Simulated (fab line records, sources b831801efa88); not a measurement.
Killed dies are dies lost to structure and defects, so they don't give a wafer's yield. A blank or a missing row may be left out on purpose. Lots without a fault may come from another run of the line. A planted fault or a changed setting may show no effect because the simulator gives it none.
Chamber matching | flow sky130 | SKY_POLY_GATE_ETCH_15 on rie_diel-02: 4 sister chambers
The step etches BARC in N2/H2, stops on SiO2, time 118.5 s, target depth 110 nm. 8 wafers are shown with their chamber, then 7 later ones without.

WAFERS WITH THEIR CHAMBER
wafer  | chamber | drypump_motor_current_A (A) | rf_fwd_power_W (W)
L477.5 | 1       | 6.3                         | 499.0
L483.2 | 2       | 5.8                         | 497.6
L483.6 | 3       | 6.0                         | 491.7
L486.1 | 3       | 6.0                         | 493.2
L486.2 | 0       | 6.7                         | 498.2
L486.5 | 2       | 5.8                         | 497.1
L487.2 | 1       | 6.3                         | 495.7
L487.3 | 0       | 6.8                         | 496.7

WAFERS WITHOUT THEIR CHAMBER
wafer  | drypump_motor_current_A (A) | rf_fwd_power_W (W)
L487.5 | 5.8                         | 497.8
L489.2 | 6.0                         | 492.7
L489.4 | 6.3                         | 497.4
L489.5 | 6.8                         | 497.6
L492.1 | 6.8                         | 497.1
L492.5 | 6.4                         | 498.6
L492.6 | 6.8                         | 495.6

WHICH CHAMBER EACH WENT THROUGH
wafer  | from the rows above | in truth
L487.5 | 2                   | 2
L489.2 | 3                   | 3
L489.4 | 1                   | 1
L489.5 | 0                   | 0
L492.1 | 0                   | 0
L492.5 | 1                   | 1
L492.6 | 0                   | 0
Placed correctly: 7 of 7. Can't be placed from these rows: 0. Placed wrongly: 0.
How it was worked out, from the rows above alone: a wafer's distance from a chamber is the root of the sum, over the readings, of the square of ((its reading less the chamber's mean) divided by the reading's scatter). The wafer belongs to the nearest chamber; if the next one is less than 2 further off, it can't be placed. A chamber's mean is the mean of its shown wafers. The scatter: the root of (the sum of the squares of (reading less its chamber's mean) over the shown wafers, divided by (wafers less chambers)).
